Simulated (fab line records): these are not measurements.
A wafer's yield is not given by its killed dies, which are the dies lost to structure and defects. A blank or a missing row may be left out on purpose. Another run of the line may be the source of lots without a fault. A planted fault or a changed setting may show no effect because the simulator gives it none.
What tool caused it? + flow sky130 + at 1 step of a route of 708, 12 lots with 36 wafers sampled

WHAT THE GAUGES SHOWED, per wafer
SKY_SD_N_OVL_MEAS_08.
| lot  | measured     | on         | SD_N_OVL (nm) |
|------|--------------|------------|---------------|
| L075 | day 27 23:37 | overlay-02 | 1.9 1.7 1.3   |
| L077 | day 28 23:20 | overlay-01 | 0.4 0.6 -1.0  |
| L079 | day 29 12:13 | overlay-01 | -0.2 0.3 -0.7 |
| L081 | day 30 17:20 | overlay-01 | 0.8 1.6 -0.3  |
| L083 | day 31 03:11 | overlay-01 | 0.5 -0.5 0.6  |
| L085 | day 31 16:41 | overlay-02 | 0.5 0.4 -0.1  |
| L087 | day 32 05:52 | overlay-02 | -0.4 -0.4 0.3 |
| L089 | day 32 18:20 | overlay-02 | -1.8 0.6 -1.7 |
| L091 | day 33 09:53 | overlay-01 | 2.7 2.8 0.9   |
| L093 | day 34 01:45 | overlay-02 | 3.8 3.3 1.7   |
| L095 | day 34 15:10 | overlay-02 | 1.2 1.4 1.9   |
| L097 | day 35 02:11 | overlay-02 | 3.2 2.6 3.2   |

WHICH TOOL RAN EACH LOT (tool, then ch and the chambers of the sampled wafers, then the start)
The record holds no process step before these readings.

THE ANSWER, worked out from the rows above alone
Rule: the usual values come from the lots themselves. The widest of any qualifying gaps counts: lots, ordered by their means at a reading, are off when they make up no more than a third of the lots, leave a main group of 4 or more, and stand apart from it by 3 or more times the standard deviation of that group's means. The tables above print the reading to a certain number of digits; a main group whose means all agree to those digits is not used. Also off: a lot with no number at a reading for which 4 or more lots have one. All remaining lots with rows at the step are treated as sound.
No lot is off at any reading shown: from this, nothing can be told.

WHAT WAS PUT IN BY THE SIMULATOR
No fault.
